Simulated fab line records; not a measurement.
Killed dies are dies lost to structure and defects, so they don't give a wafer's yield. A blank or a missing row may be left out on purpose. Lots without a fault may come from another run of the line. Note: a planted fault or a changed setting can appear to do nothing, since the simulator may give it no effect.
Which tool did it? | flow gf180mcu | 11 lots, 33 wafers sampled, at 3 steps of a route of 602

## WHAT THE GAUGES SHOWED, per wafer
GF_VT_IMPLANT_RS_MEAS_46: the measuring method here is four-point-probe.
lot  | measured     | on            | MVSD_RS (ohm/sq)
L430 | day 7 12:38  | film-metro-04 | 456.3 456.3 455.4
L431 | day 7 19:47  | film-metro-04 | 457.1 456.0 455.9
L432 | day 8 01:13  | film-metro-04 | 456.7 456.0 455.7
L437 | day 9 18:54  | film-metro-02 | 457.8 454.5 455.2
L442 | day 10 23:05 | film-metro-01 | 458.4 457.7 457.2
L443 | day 11 03:35 | film-metro-01 | 456.4 455.9 454.9
L444 | day 11 11:06 | film-metro-04 | 458.3 457.5 457.9
L446 | day 12 01:37 | film-metro-04 | 458.6 457.1 457.9
L448 | day 12 11:52 | film-metro-04 | 485.0 485.2 484.2
L449 | day 12 22:35 | film-metro-01 | 486.3 487.3 487.1
L451 | day 13 12:34 | film-metro-02 | 457.9 457.5 456.1

## WHAT TOOL EACH LOT RAN ON (gives the tool, then ch and the chambers of the sampled wafers, and finally the start)
lot  | GF_DNWELL_STRIP_08                  | GF_MVSD_IMPLANT_09
L430 | plasma-asher-02 ch 0,1, day 2 19:59 | implanter-02 ch 0, day 4 10:28
L431 | plasma-asher-04 ch 0,1, day 3 00:17 | implanter-02 ch 0, day 4 15:28
L432 | plasma-asher-02 ch 0,1, day 3 05:05 | implanter-04 ch 0, day 4 20:07
L437 | plasma-asher-02 ch 0, day 4 12:09   | implanter-03 ch 0, day 6 08:05
L442 | plasma-asher-02 ch 0,1, day 5 11:05 | implanter-04 ch 0, day 7 09:49
L443 | plasma-asher-02 ch 0,1, day 5 16:03 | implanter-03 ch 0, day 7 13:52
L444 | plasma-asher-02 ch 0,1, day 5 19:57 | implanter-04 ch 0, day 7 18:53
L446 | plasma-asher-03 ch 0,1, day 6 08:50 | implanter-02 ch 0, day 8 08:46
L448 | plasma-asher-02 ch 0,1, day 6 17:26 | implanter-04 ch 0, day 8 17:46
L449 | plasma-asher-02 ch 0,1, day 6 23:53 | implanter-04 ch 0, day 9 01:28
L451 | plasma-asher-02 ch 0,1, day 7 11:08 | implanter-02 ch 0, day 9 14:20
- GF_DNWELL_STRIP_08: strips in O2/N2.
- GF_MVSD_IMPLANT_09

## WHAT THE TOOLS THEMSELVES READ (means of the sampled wafers that have a number; where no wafer has one, the mark that the record gives instead)
GF_DNWELL_STRIP_08.
lot  | tool            | drypump-motor-current-A (A) | heater-power-w (W) | o2-flow-sccm (sccm) | oes-product-au (a.u.) | strip-time-to-endpoint-s (s)
L430 | plasma-asher-02 | 6.00                        | 356                | 2992                | 0.721                 | 37.05
L431 | plasma-asher-04 | 5.81                        | 378                | 2997                | 0.725                 | 36.75
L432 | plasma-asher-02 | 5.81                        | 367                | 2999                | 0.725                 | 37.00
L437 | plasma-asher-02 | 5.62                        | 379                | 2999                | 0.722                 | 36.96
L442 | plasma-asher-02 | 5.78                        | 372                | 2999                | 0.722                 | 37.03
L443 | plasma-asher-02 | 5.81                        | 368                | 2984                | 0.720                 | 36.97
L444 | plasma-asher-02 | 5.80                        | 369                | 3001                | 0.718                 | 36.90
L446 | plasma-asher-03 | 6.03                        | 277                | 3007                | 0.721                 | 36.95
L448 | plasma-asher-02 | 5.96                        | 352                | 2997                | 0.727                 | 36.93
L449 | plasma-asher-02 | 5.96                        | 353                | 2996                | 0.725                 | 37.19
L451 | plasma-asher-02 | 5.80                        | 364                | 2999                | 0.720                 | 36.97

GF_MVSD_IMPLANT_09.
lot  | tool         | dose-ions-cm2 | faraday-current-uA | tilt-deg (degrees)
L430 | implanter-02 | 5e+12         | 27.9               | 0.017
L431 | implanter-02 | 5e+12         | 28.2               | 0.002
L432 | implanter-04 | 5e+12         | 28.2               | -0.015
L437 | implanter-03 | 5e+12         | 28.1               | -0.039
L442 | implanter-04 | 5e+12         | 28.4               | 0.025
L443 | implanter-03 | 5e+12         | 27.9               | 0.004
L444 | implanter-04 | 5e+12         | 28.0               | -0.014
L446 | implanter-02 | 5e+12         | 28.0               | 0.005
L448 | implanter-04 | 3e+12         | 17.8               | -0.014
L449 | implanter-04 | 3e+12         | 17.9               | 0.018
L451 | implanter-02 | 5e+12         | 27.9               | -0.014

## THE ANSWER, worked out from the rows above alone
Rule: the lots themselves supply what counts as usual. Put in order of their means at a reading, lots are off if they are a third of the lots or fewer, leave a main group of 4 or more, and stand apart from it by a gap of 3 or more times the standard deviation of the main group's means; of several such gaps the widest counts. If all means in a main group match to the digits the tables above print for the reading, that group is not used. A lot without any number at a reading at which 4 lots or more have one is off too. All remaining lots with rows at the step are treated as sound. Order of review: gauges by route order, followed by the tools' own readings, for which a lot's mean as printed above is used. The first step at which some lot is off is used, and at that step the reading that is off furthest; a lot without a number counts as furthest.
Off: L448, L449, seen at GF_VT_IMPLANT_RS_MEAS_46 (MVSD_RS). Mean 456.7 ohm/sq and standard deviation 0.87 in the main group.
If a tool, at a process step before that reading, ran all the lots that are off and no sound lot after the first of them, it fits. Not tried: the gauges at GF_VT_IMPLANT_RS_MEAS_46; whatever is off there is also off at GF_MVSD_IMPLANT_09, on other tools, and gauge error can't account for it. One fits: GF_MVSD_IMPLANT_09 on implanter-04. Its last sound lot is L444 (day 7 18:53), its first lot that is off L448 (day 8 17:46): a fault that began between those two fits.
The tool's own readings at GF_MVSD_IMPLANT_09 bear it out: on the lots that are off they differ by more than 5 times the standard deviation of the sound lots' means. dose-ions-cm2 reads 3e+12 there against 5e+12 on the sound lots; faraday-current-uA reads 17.9 there against 28.1 on the sound lots.

## WHAT THE SIMULATOR HAD PUT IN
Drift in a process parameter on implanter-04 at GF_MVSD_IMPLANT_09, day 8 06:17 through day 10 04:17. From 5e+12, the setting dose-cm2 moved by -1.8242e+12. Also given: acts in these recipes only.
Struck lots among those shown: L448, L449. The rule above found the same.
